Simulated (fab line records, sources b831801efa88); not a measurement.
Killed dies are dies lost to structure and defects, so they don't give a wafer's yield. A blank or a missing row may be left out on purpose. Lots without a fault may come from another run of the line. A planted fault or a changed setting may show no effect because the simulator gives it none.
fab line records | flow gf180mcu
record lots=6 wafers=18 last_day=34
route steps=602 shown MVPSD@139 VT_IMPLANT@140 DUAL_GATE@141
lots that met no fault: from a run of the same line without faults
start_h: hours from the record's first day to the start of the lot's first wafer shown | wait_h: hours since the lot's step before | " the same as in the row above | L1.1+2: a row that stands for several wafers | - no value, or no start given | * or withheld: withheld | < > ~ a bound
route shown NAME@n: a module of which the file shows steps, and the number in the route of the first | usual: mean/standard deviation of fault-free wafers | same: alike in all rows | chamber/n: place in a boat | sites: the reading at each site | _std_site: their standard deviation | _edge_site: outer sites' mean less inner sites' | radius_mm: how far each site lies from the wafer's centre | mask NAME#n: copy n | behind: the tool/chamber that last shaped the wafer | hold: why the lot was held/for how many hours/how that ended | device: the transistor (n, p or np) that didn't switch | end of line: the same wafers' tests at the end of the route | a step without rows: its recipe alone | killed: dies lost to structure and defects at the first sort, not the wafer's yield | map: a wafer's dies, x killed, . not, _ none there
set.NAME: the setting as run; set.NAME@STEP: as run at that earlier step | model.NAME: the simulator's own value behind a step, which no gauge read
lots at some steps of the route; a table a step, a row a wafer
## steps
# step GF_VT_IMPLANT_RS_MEAS_49
# recipe thk_meas_gauge=four-point-probe
# usual MVPSD_RS=1166.4/2.7
# columns lot.wafer tool chamber start_h wait_h MVPSD_RS[ohm/sq]
L525.2 film_metro-02 - 169.43 0.1 1172.1
L525.4 " - " " 1174.4
L525.5 " - " " 1169.5
L536.2 film_metro-01 - 248.15 0.1 1163.3
L536.4 " - " " 1165.9
L536.5 " - " " 1163.2
L537.3 film_metro-02 - 252.87 0.1 1165.8
L537.5 " - " " 1165.8
L537.6 " - " " 1169.4
L542.3 film_metro-02 - 286.16 0.1 1167.2
L542.5 " - " " 1168.1
L542.6 " - " " 1165.6
L544.4 film_metro-01 - 298.23 0.1 1168.3
L544.5 " - " " 1170.0
L544.6 " - " " 1170.6
L546.1 film_metro-03 - 315.69 0.1 1165.1
L546.3 " - " " 1160.8
L546.6 " - " " 1165.1
# step GF_VT_IMPLANT_WET_ETCH_50
# recipe chemistry=dHF target_depth_nm=20 target=SiO2 temp_c=25 dilution=100:1 time_s=400
# step GF_DUAL_GATE_CLEAN_00
# recipe chemistry=SC1/SC2 mix=1:4:20 temp_c=70 time_s=150
# step GF_DUAL_GATE_CLEAN_01
# recipe chemistry=dHF time_s=20 dilution=100:1 dry=ipa_marangoni
# step GF_DUAL_GATE_OXIDATION_02
# recipe temp_c=900 ambient=O2 stabilise_s=600 purge_s=300 target_thk_a=108.87 ox_time_s=1602
# step GF_DUAL_GATE_THK_MEAS_03
# recipe reads=SiO2_of_DUAL_GATE_OXIDATION_02
# usual DUAL_GATE_OXIDATION_00_THK=10.96/0.21
# columns lot.wafer tool chamber start_h wait_h DUAL_GATE_OXIDATION_00_THK[nm]
L525.2 film_metro-02 - 171.37 0.0 10.60
L525.4 " - " " 10.52
L525.5 " - " " 10.67
L536.2 film_metro-04 - 249.94 0.0 10.94
L536.4 " - " " 11.13
L536.5 " - " " 10.90
L537.3 film_metro-04 - 255.21 0.0 10.79
L537.5 " - " " 10.76
L537.6 " - " " 10.85
L542.3 film_metro-04 - 288.48 0.0 10.99
L542.5 " - " " 10.87
L542.6 " - " " 10.87
L544.4 film_metro-01 - 300.34 0.0 10.91
L544.5 " - " " 10.95
L544.6 " - " " 10.96
L546.1 film_metro-04 - 317.49 0.0 11.19
L546.3 " - " " 10.96
L546.6 " - " " 11.08
# step GF_DUAL_GATE_DEHYDRATE_04
# recipe temp_c=200 time_s=60
# step GF_DUAL_GATE_HMDS_05
# recipe prime_time_s=60 prime_temp_c=120
# step GF_DUAL_GATE_COAT_06
# recipe resist=NOVOLAK spin_rpm=3000 resist_thk_nm=1000
# step GF_DUAL_GATE_SOFTBAKE_07
# recipe temp_c=90 time_s=60 resist=NOVOLAK
# step GF_DUAL_GATE_EXPOSE_08
# recipe mask_id=Dualgate target_cd_nm=700 na=0.6 source_shape=conventional sigma_outer=0.6 dose_mj=140
# step GF_DUAL_GATE_PEB_09
# recipe temp_c=withheld time_s=* resist=NOVOLAK
# step GF_DUAL_GATE_DEVELOP_10
# recipe develop_time_s=60 dev_temp_c=23
# usual chill_plate_temp_C=23.01/0.11 develop_time_s=60/0
# columns lot.wafer tool chamber start_h wait_h chill_plate_temp_C develop_time_s
L525.2 litho_track-01 0 187.59 0.1 23.13 60
L525.4 " 0 " " 23.13 60
L525.5 " 0 " " 23.07 60
L536.2 litho_track-02 - 268.75 0.1 - -
L536.4 " - " " - -
L536.5 " - " " - -
L537.3 litho_track-01 - 274.21 0.1 - -
L537.5 " - " " - -
L537.6 " - " " - -
L542.3 litho_track-01 0 308.16 0.1 23.10 60
L542.5 " 0 " " 23.05 60
L542.6 " 0 " " 23.16 60
L544.4 litho_track-01 0 320.54 0.1 22.85 60
L544.5 " 0 " " 23.11 60
L544.6 " 0 " " 23.03 60
L546.1 litho_track-01 0 337.36 0.1 22.94 60
L546.3 " 0 " " 22.90 60
L546.6 " 0 " " 22.91 60
# step GF_DUAL_GATE_OVL_MEAS_11
# usual DUAL_GATE_OVL=0.0/1.3
# columns lot.wafer tool chamber start_h wait_h DUAL_GATE_OVL[nm]
L525.2 overlay-02 - 187.72 0.1 -3.0
L525.4 " - " " -0.9
L525.5 " - " " -1.1
L536.2 overlay-02 - 268.88 0.1 -
L536.4 " - " " -
L536.5 " - " " -
L537.3 overlay-02 - 274.33 0.1 -
L537.5 " - " " -
L537.6 " - " " -
L542.3 overlay-01 - 308.28 0.1 -1.6
L542.5 " - " " 0.8
L542.6 " - " " -0.8
L544.4 overlay-01 - 320.63 0.1 -0.7
L544.5 " - " " 0.1
L544.6 " - " " 0.3
L546.1 overlay-01 - 337.51 0.1 -1.7
L546.3 " - " " 2.3
L546.6 " - " " 0.3
## key
first_sign step=GF_DUAL_GATE_DEVELOP_10 reading=tool_record direction=missing
effect none on later readings
met_at GF_DUAL_GATE_DEVELOP_10
struck_wafers L536.2,L536.4,L536.5,L537.3,L537.5,L537.6
later_rows_left_out L536.2,L536.4,L536.5,L537.3,L537.5,L537.6
sort_left_out L536.2,L536.4,L536.5,L537.3,L537.5,L537.6
tester_left_out L536,L537
onset_between 187.59 268.75
fault kind=skipped_step_whole tool=litho_track-01,litho_track-02 chamber=- onset_h=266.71 steps=GF_DUAL_GATE_DEVELOP_10 scope=struck_lots_only
# tester_left_out: of these lots the tester's yield and bins aren't shown, on N5 and GAA mostly nor the transistor test; their killed dies are dies lost to structure and defects alone, not to doping, threshold or leakage, so they don't give the yield
# sort_left_out: the simulated sort isn't trusted on such a fault, so these wafers' sort isn't shown, and their yield isn't known
# later_rows_left_out: the simulator's readings of these wafers behind a module that went badly wrong aren't trusted and aren't shown, but for the sort
